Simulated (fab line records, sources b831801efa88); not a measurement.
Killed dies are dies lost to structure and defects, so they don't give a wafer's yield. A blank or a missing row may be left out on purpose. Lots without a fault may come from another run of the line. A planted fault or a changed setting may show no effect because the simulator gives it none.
One fault seen from 2 desks | flow sky130 | each desk has only its own numbers; what lay behind them comes last

THE METROLOGY DESK
What the gauges read, lot by lot, whatever tool the lot ran on: means of the sampled wafers that have a number. A lot is out of limits, marked OUT, if its mean lies more than 4 standard deviations from the usual mean; the brackets give that distance.
Columns: A = NWELL_RS at SKY_NWELL_RS_MEAS_29, usual 617.5 ohm/sq; B = SONOS_ONO_OXIDATION_THK at SKY_SONOS_ONO_THK_MEAS_01, usual 2.59 nm
lot  | first seen here | A     | B
L555 | day 5 20:46     | 614.7 | 2.61
L558 | day 6 15:02     | 618.3 | 2.58
L559 | day 6 15:41     | 615.9 | 2.66
L560 | day 7 01:32     | 618.4 | 2.63
L562 | day 7 13:27     | 616.9 | 2.53
L563 | day 7 17:58     | 618.6 | 2.60
L565 | day 8 06:59     | 617.2 | 2.65
L566 | day 8 13:10     | 618.3 | 2.61
L568 | day 9 02:11     | 618.6 | 2.57
L573 | day 10 10:16    | 617.7 | 2.67
L574 | day 10 19:27    | 620.2 | 2.59
L575 | day 11 00:22    | 618.7 | 2.61
L576 | day 11 03:02    | 615.6 | 2.54
This desk's finding: nothing out of limits on any of the 13 lots.

THE TOOL OWNER'S DESK: wet_bench-01
The tool's own readings at SKY_GATE_OXIDE_WET_ETCH_12 (etches SiO2 in dHF, target depth 16.8 nm, time 336 s): means of the sampled wafers that have a number, for each lot that ran on this tool. A lot is out of limits, marked OUT, if its mean lies more than 4 standard deviations from the usual mean; the brackets give that distance.
Columns: A = run_length_s at SKY_GATE_OXIDE_WET_ETCH_12, usual 364 s
lot  | first seen here | A
L558 | day 15 16:43    | 369
L563 | day 17 05:43    | 363
L566 | day 18 16:07    | 364
L568 | day 19 17:31    | 158 (-62) OUT
L573 | day 20 21:52    | 165 (-60) OUT
This desk's finding: out of limits on L568, L573; first on L568, day 19 17:31 (run_length_s at SKY_GATE_OXIDE_WET_ETCH_12). In limits: L558, L563, L566.

PUT TOGETHER
The tool owner's desk could have raised an alarm at day 19 17:31, on L568, L573.
The metrology desk saw nothing out of limits.
The metrology desk has L568, L573 on record, within its limits.
Of the lots named, all ran SKY_GATE_OXIDE_WET_ETCH_12 on wet_bench-01.

WHAT THE SIMULATOR HAD PUT IN
Process parameter drift: wet_bench-01, from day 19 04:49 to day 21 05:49, at SKY_GATE_OXIDE_WET_ETCH_12. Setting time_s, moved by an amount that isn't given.
Lots struck among those shown: L568, L573.
Hours from the fault's start to each desk's first reading out of limits: the tool owner's desk, 13.
